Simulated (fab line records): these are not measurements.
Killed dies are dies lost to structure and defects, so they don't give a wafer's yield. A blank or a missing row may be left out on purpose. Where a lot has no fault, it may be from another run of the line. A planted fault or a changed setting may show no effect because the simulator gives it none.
Tool commonality check ; flow gf180mcu ; 13 lots and 39 wafers in the sample

== REASON FOR OPENING ==
GF_HV_LDD_RS_MEAS_53, reading HV_LDD_RS: flagged on 1 of 13 lots. Wafers without a fault read 417.8 ohm/sq, standard deviation 0.98.
Rule: a lot is flagged in two cases, either no wafer of it has a number, or all its wafers with numbers fall more than 4 standard deviations from that mean. As for the other lots, they are considered sound.

lot;measured;on;HV_LDD_RS (ohm/sq), wafer by wafer;flag
L732;day 12 12:32;film-metro-02;419.0 418.7 419.1;
L734;day 13 05:28;film-metro-01;418.9 417.8 417.4;
L735;day 13 12:51;film-metro-02;418.7 417.6 419.0;
L737;day 13 23:58;film-metro-02;416.8 417.5 417.9;
L738;day 14 09:40;film-metro-02;416.1 416.3 416.6;
L739;day 14 18:55;film-metro-04;419.0 418.5 418.1;
L742;day 15 18:04;film-metro-02;417.7 417.4 417.4;
L743;day 16 01:41;film-metro-02;414.9 415.1 415.1;
L746;day 17 00:19;film-metro-02;436.4 435.9 436.4;FLAGGED
L750;day 18 06:09;film-metro-02;416.9 417.2 417.2;
L752;day 18 23:49;film-metro-01;418.2 417.6 417.6;
L753;day 19 10:16;film-metro-01;417.6 417.1 416.9;
L754;day 19 15:55;film-metro-02;417.6 418.6 418.6;
The numbers of the flagged lots are 436.2 ohm/sq on average: +18.4 ohm/sq against the usual, or +19 standard deviations.

== WHICH TOOL EACH LOT WENT THROUGH ==
The record keeps 1 process step preceding the reading, out of 602 steps on the route. Each cell gives the tool, then ch followed by the chambers the sampled wafers passed through, then the start.
lot;flag;GF_HV_LDD_IMPLANT_09
L732;;implanter-02 ch 0, day 10 03:05
L734;;implanter-04 ch 0, day 10 18:16
L735;;implanter-02 ch 0, day 11 00:25
L737;;implanter-04 ch 0, day 11 10:43
L738;;implanter-03 ch 0, day 11 19:17
L739;;implanter-03 ch 0, day 12 03:41
L742;;implanter-02 ch 0, day 13 03:05
L743;;implanter-03 ch 0, day 13 08:20
L746;FLAGGED;implanter-02 ch 0, day 14 05:53
L750;;implanter-04 ch 0, day 15 09:49
L752;;implanter-04 ch 0, day 16 02:11
L753;;implanter-03 ch 0, day 16 10:29
L754;;implanter-04 ch 0, day 16 16:07
These steps, and what they do:
- GF_HV_LDD_IMPLANT_09
- GF_HV_LDD_RS_MEAS_53: measures by four-point-probe.

== FLAGGED OVER TOTAL, TOOL BY TOOL (the gauges that took the reading come last) ==
step;tool;lots run;flagged;share of the flagged lots;sound lots run after its first flagged lot
GF_HV_LDD_IMPLANT_09;implanter-02;4;1;all;0
GF_HV_LDD_IMPLANT_09;implanter-03;4;0;none;-
GF_HV_LDD_IMPLANT_09;implanter-04;5;0;none;-
GF_HV_LDD_RS_MEAS_53;film-metro-01;3;0;none;-
GF_HV_LDD_RS_MEAS_53;film-metro-02;9;1;all;2 (L750,L754)
GF_HV_LDD_RS_MEAS_53;film-metro-04;1;0;none;-

== WHAT THE TABLE ALLOWS ==
2 rows of the table ran every flagged lot: implanter-02 at GF_HV_LDD_IMPLANT_09, film-metro-02 at GF_HV_LDD_RS_MEAS_53.
- implanter-02 at GF_HV_LDD_IMPLANT_09: 1 of its 4 lots flagged. Last sound lot L742 at day 13 03:05, first flagged lot L746 at day 14 05:53; a fault beginning in between fits.
- film-metro-02 at GF_HV_LDD_RS_MEAS_53: 1 of its 9 lots flagged. Lots that were sound ran on it after the first flagged one (L750, L754); a persistent fault on the entire tool would not allow that.
implanter-02 at GF_HV_LDD_IMPLANT_09 is the single tool remaining.

== WHAT THE SIMULATOR HAD INSERTED ==
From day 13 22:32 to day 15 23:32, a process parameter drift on implanter-02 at GF_HV_LDD_IMPLANT_09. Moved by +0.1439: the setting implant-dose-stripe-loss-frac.
Shown lots that were struck: L746. The rule above found the same.
